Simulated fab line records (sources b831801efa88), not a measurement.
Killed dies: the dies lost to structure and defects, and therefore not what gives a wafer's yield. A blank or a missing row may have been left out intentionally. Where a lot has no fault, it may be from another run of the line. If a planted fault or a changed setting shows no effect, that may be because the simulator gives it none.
A struck lot beside a sound one | flow sfqLine | 43 out of 325 route steps
Sound: wafers L603.2, L603.5, L603.6. The struck wafers were L605.1, L605.2, L605.5. At the end, the cause is stated.
At each step with rows: each side's tool, then ch and its chambers, then its first start. Under that, the readings that differ: sound wafers | struck wafers | difference of the means | sigmas: that difference in standard deviations of wafers without a fault.
alike: words and numbers the same on both sides, and readings whose means are apart by under 2 such deviations; not compared: readings that were withheld, readings missing a value for some wafer, numbers with overlapping values and no deviation given by the record, and bounds like >300 which may hide the same value.
A row with sigmas, a row that says differs or no value, or rows on one side alone: a step with any of these is where the two part. Numbers that don't overlap but have no deviation are shown without sigmas and don't part them. Lack of a reading on every wafer of one side parts them only where that side has two or more wafers.

first, 6 steps without rows for these wafers: SFQ_TRILAYER_M4_LITHO_COAT_098 (resist thk 62 nm); SFQ_TRILAYER_M4_LITHO_COAT_093 (resist thk 600 nm); SFQ_TRILAYER_M4_LITHO_SOFTBAKE_097; SFQ_TRILAYER_M4_LITHO_EXPOSE_094 (exposes mask M4, target cd 500 nm); SFQ_TRILAYER_M4_LITHO_PEB_096 (peb time 60 s); SFQ_TRILAYER_M4_LITHO_DEVELOP_095 (time 60 s).
SFQ_M4_OVL_MEAS_926:
  sound: overlay-01 at day 51 14:52; struck: overlay-01 at day 52 12:24
  alike: M4_OVL
SFQ_TRILAYER_M4_BARC_OPEN_METAL_ETCH_123: etches BARC in O2, target depth 125 nm, time 41.7 s.
  sound on rieMetal-04 ch 0,1, day 51 14:54; struck on rieMetal-02 ch 0,1, day 52 12:26
  alike: chamberPressureMTorr, drypumpMotorCurrentA, oesProductAu
  not compared: rfHoursCounterH
then, 4 steps without rows for these wafers: SFQ_TRILAYER_M4_ETCH_METAL_ETCH_096 (etches Nb in Cl2/Ar, stops on SiO2, target depth 240 nm, time 120 s); SFQ_TRILAYER_M4_STRIP_STRIP_097 (strips in O2); SFQ_TRILAYER_M4_STRIP_SOLV_CLEAN_098 (cleans in NMP, time 600 s); SFQ_TRILAYER_I4_DEP_PECVD_099 (deposits SiO2 from SiH4/N2O, time 111.11 s, target thk 500 nm).
SFQ_TRILAYER_I4_CMP_CMP_100: polishes SiO2.
  sound on cmp-01 ch 2,3, day 51 17:19; struck on cmp-02 ch 0,1, day 52 14:20
reading                                            | sound             | struck            | difference | sigmas
timeToEndpointS (s)                                | 224 232 224       | 250 243 254       | +22        | +3
model.SiO2_of_TRILAYER_I4_DEP_PECVD_099.thkNm (nm) | 201.3 200.7 200.2 | 151.5 151.3 152.5 | -49.0      | 
  alike: motorCurrentA
SFQ_I4_BOW_MEAS_927:
  sound: filmMetro-03 at day 51 20:20; struck: filmMetro-04 at day 52 16:50
  alike: I4_BOW
SFQ_TRILAYER_I4_METRO_MEASURE_101:
  sound: filmMetro-03 at day 51 20:38; struck: filmMetro-04 at day 52 16:57
reading    | sound             | struck            | difference | sigmas
thkNm (nm) | 201.4 200.5 200.1 | 151.5 151.4 152.4 | -48.9      | -49
then, 6 steps without rows for these wafers: SFQ_TRILAYER_I4_VIA_LITHO_COAT_108 (resist thk 62 nm); SFQ_TRILAYER_I4_VIA_LITHO_COAT_103 (resist thk 658.7 nm); SFQ_TRILAYER_I4_VIA_LITHO_SOFTBAKE_107; SFQ_TRILAYER_I4_VIA_LITHO_EXPOSE_104 (exposes mask I4, target cd 700 nm); SFQ_TRILAYER_I4_VIA_LITHO_PEB_106 (peb time 60 s); SFQ_TRILAYER_I4_VIA_LITHO_DEVELOP_105 (time 60 s).
SFQ_I4_OVL_MEAS_928:
  sound: overlay-01 at day 52 01:10; struck: overlay-01 at day 53 19:33
  alike: I4_OVL
SFQ_TRILAYER_I4_VIA_BARC_OPEN_VIA_ETCH_146: etches BARC in O2, target depth 125 nm, time 41.7 s.
  sound on rieDiel-03 ch 0,1, day 52 01:12; struck on rieDiel-01 ch 0,1,2, day 53 19:35
  alike: chamberPressureMTorr, drypumpMotorCurrentA, oesProductAu
  not compared: rfHoursCounterH
SFQ_TRILAYER_I4_VIA_ETCH_VIA_ETCH_106: etches SiO2 in CHF3, stops on Nb, target depth 260 nm.
  sound on rieDiel-03 ch 0,1, day 52 01:14; struck on rieDiel-01 ch 0,1,2, day 53 19:38
reading                      | sound             | struck            | difference | sigmas
oesProductAu (a.u.)          | 0.850 0.861 0.853 | 0.734 0.741 0.738 | -0.117     | -23
model.etch.depthNm (nm)      | 201.3 200.7 200.2 | 151.5 151.3 152.5 | -49.0      | 
model.I4.featureDepthNm (nm) | 201.3 200.7 200.2 | 151.5 151.3 152.5 | -49.0      | 
  alike: chamberPressureMTorr, drypumpMotorCurrentA
SFQ_TRILAYER_I4_VIA_STRIP_STRIP_107: strips in O2.
  sound on rieMetal-01 ch 0, day 52 01:33; struck on rieMetal-03 ch 0,1, day 53 19:44
  alike: chamberPressureMTorr, drypumpMotorCurrentA, oesProductAu
  not compared: rfHoursCounterH
then, 3 steps without rows for these wafers: SFQ_TRILAYER_I4_VIA_STRIP_SOLV_CLEAN_108 (cleans in NMP, time 600 s); SFQ_TRILAYER_JJ_TRILAYER_DEP_PRE_CLEAN_113 (time 22.5 s); SFQ_TRILAYER_JJ_TRILAYER_DEP_SPUTTER_109 (material Nb, target thk 150 nm, time 100 s).
SFQ_TRILAYER_JJ_TRILAYER_DEP_SPUTTER_110: material Al, target thk 8 nm, time 10 s.
  sound: pvdSputter-06 at day 52 02:49; struck: pvdSputter-04 at day 53 20:37
  alike: throttleValvePct
then, 1 step without rows for these wafers: SFQ_TRILAYER_JJ_TRILAYER_DEP_AL_OXIDATION_111 (oxidation time 600 s).
SFQ_TRILAYER_JJ_TRILAYER_DEP_SPUTTER_112: material Nb, target thk 170 nm, time 113.3 s.
  sound: pvdSputter-06 at day 52 03:51; struck: pvdSputter-04 at day 53 21:38
  alike: throttleValvePct
SFQ_JJ_RS_MEAS_929: the measuring method here is four-point-probe.
  sound: filmMetro-04 at day 52 03:57; struck: filmMetro-04 at day 53 21:43
reading           | sound             | struck            | difference | sigmas
JJ_NB_RS (ohm/sq) | 1.068 1.067 1.063 | 1.042 1.037 1.032 | -0.029     | -3
then, 6 steps without rows for these wafers: SFQ_TRILAYER_JJ_CE_LITHO_COAT_119 (resist thk 62 nm); SFQ_TRILAYER_JJ_CE_LITHO_COAT_114 (resist thk 608.3 nm); SFQ_TRILAYER_JJ_CE_LITHO_SOFTBAKE_118; SFQ_TRILAYER_JJ_CE_LITHO_EXPOSE_115 (exposes mask J5, target cd 700 nm); SFQ_TRILAYER_JJ_CE_LITHO_PEB_117 (peb time 60 s); SFQ_TRILAYER_JJ_CE_LITHO_DEVELOP_116 (time 60 s).
SFQ_JJ_OVL_MEAS_931:
  sound: overlay-01 at day 52 06:22; struck: overlay-02 at day 54 00:09
  alike: J5_OVL
then, 2 steps without rows for these wafers: SFQ_TRILAYER_JJ_CE_METRO_MEASURE_117; SFQ_TRILAYER_JJ_CE_BARC_OPEN_RIE_150 (chemistry O2, target BARC, target depth 240 nm, time 80 s).
-- the record jumps here: 5 days lie between the struck wafers' starts before and after --
SFQ_TRILAYER_M5_ETCH_METAL_ETCH_126: etches Nb in Cl2/BCl3, stops on SiO2, time 203.2 s, target depth 265 nm.
  sound on rieMetal-04 ch 0,1, day 58 00:19; struck on rieMetal-04 ch 0,1, day 59 01:28
reading                                            | sound           | struck            | difference | sigmas
model.SiO2_of_TRILAYER_I4_DEP_PECVD_099.thkNm (nm) | 181.5 181 180.5 | 131.8 131.6 132.7 | -49.0      | 
  alike: chamberPressureMTorr, drypumpMotorCurrentA, oesProductAu
  not compared: rfHoursCounterH
-- the record jumps here: 30 days lie between the struck wafers' starts before and after --
SFQ_M8_BOW_MEAS_951:
  sound: filmMetro-02 at day 87 16:22; struck: filmMetro-03 at day 88 17:58
reading                | sound            | struck            | difference | sigmas
model.etest.i4.linkOhm | 2.175 2.17 2.172 | 2.134 2.137 2.127 | -0.040     | 
  alike: M8_BOW

== WHERE THEY PART ==
First at SFQ_TRILAYER_I4_CMP_CMP_100; last, within this record, at SFQ_JJ_RS_MEAS_929. Later steps at which nothing parts them and some readings are alike: SFQ_JJ_OVL_MEAS_931, SFQ_TRILAYER_M5_ETCH_METAL_ETCH_126, SFQ_M8_BOW_MEAS_951.

WHY: what had been put in by the simulator
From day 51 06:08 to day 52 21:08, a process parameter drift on cmp-02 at SFQ_TRILAYER_I4_CMP_CMP_100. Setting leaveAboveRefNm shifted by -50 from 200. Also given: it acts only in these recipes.
